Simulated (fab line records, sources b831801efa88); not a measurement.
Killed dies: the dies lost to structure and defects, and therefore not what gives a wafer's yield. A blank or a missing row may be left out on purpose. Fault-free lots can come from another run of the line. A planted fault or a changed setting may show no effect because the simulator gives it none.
Code-filled problem report in 8D (eight disciplines) form | flow sky130 | the parts of the form that need people (team, actions taken, sign-off) are left out

== 1. PROBLEM STATEMENT ==
Mean of heaterPowerTotalW at SKY_SD_N_SOFTBAKE_03: 59.43 W across 6 wafers in 2 lots; on wafers with no fault it is 56.60 W (standard deviation 0.047). Measured from the usual mean, that is +60 standard deviations.
The step: time 60 s.
The first sign was on wafer L373.1 at day 31 10:28, on lithoTrack-03. The record holds 42 wafers of 14 lots with a number at this step. Rule for "out", or "out of limits": more than 4 standard deviations from the usual mean. The rest of the wafers with a number are treated as sound.

== 2. WHAT THIS IS AND IS NOT ==
question                    | is                            | is not
which readings at this step | heaterPowerTotalW, plateTempC | resistLineTempC
which lots                  | L373, L376                    | L363, L365, L367, L369, L374, L378, L381, L382, L383, L384, L385, L386
which wafers of those lots  | all that have a number        | -
read on which tools         | lithoTrack-03                 | lithoTrack-01, lithoTrack-04
when                        | from day 31 10:28             | up to then (12 sound wafers); but 24 sound wafers of L374, L378, L381, L382, L383, L384, L385, L386 came after

== 3. SUSPECTS, AND WHAT RULES EACH OUT ==
Counting: a tool stays on the suspect list if, at a process step up to the reading, it processed all lots that are out and no sound lot following the first of them.
- lithoTrack-03 at SKY_SD_N_SOFTBAKE_03 (time 60 s): ruled out as a lasting fault. Following L373 (day 31 10:28), the first lot on it that is out, the sound lots L385, L386 were run on it.
Left after counting: nothing in the record.

== 4. THE CAUSE (what the simulator had put in) ==
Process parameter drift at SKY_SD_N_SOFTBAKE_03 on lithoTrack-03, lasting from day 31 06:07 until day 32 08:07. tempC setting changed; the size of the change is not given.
Counting ruled it out, wrongly.

== 5. THE EFFECT CHAIN, in route order ==
Each row: a reading whose mean over the struck wafers that have a number lies more than 3 standard deviations from the usual. Only readings for which the record gives a usual standard deviation are gone through. hours: the time from each lot's start at the first step in this table that gives one to its start at this step, as a median over the lots. sigmas: the change in usual standard deviations.
hours | step                 | reading              | usual   | on struck wafers | change | sigmas
0     | SKY_SD_N_SOFTBAKE_03 | heaterPowerTotalW    | 56.60 W | 59.43            | +2.83  | +60
0     | SKY_SD_N_SOFTBAKE_03 | plateTempC           | 89.97 C | 93.12            | +3.15  | +26
14    | SKY_SD_N_STRIP_11    | stripTimeToEndpointS | 22.55 s | 22.39            | -0.16  | -3.4
Here are the process steps it includes:
- SKY_SD_N_SOFTBAKE_03: time 60 s.
- SKY_SD_N_STRIP_11: strips in O2/N2.

== 6. HOW IT WOULD HAVE BEEN CAUGHT EARLIER ==
In this record no reading fell out of limits until day 31 10:28, 4 hours after the fault had begun at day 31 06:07.
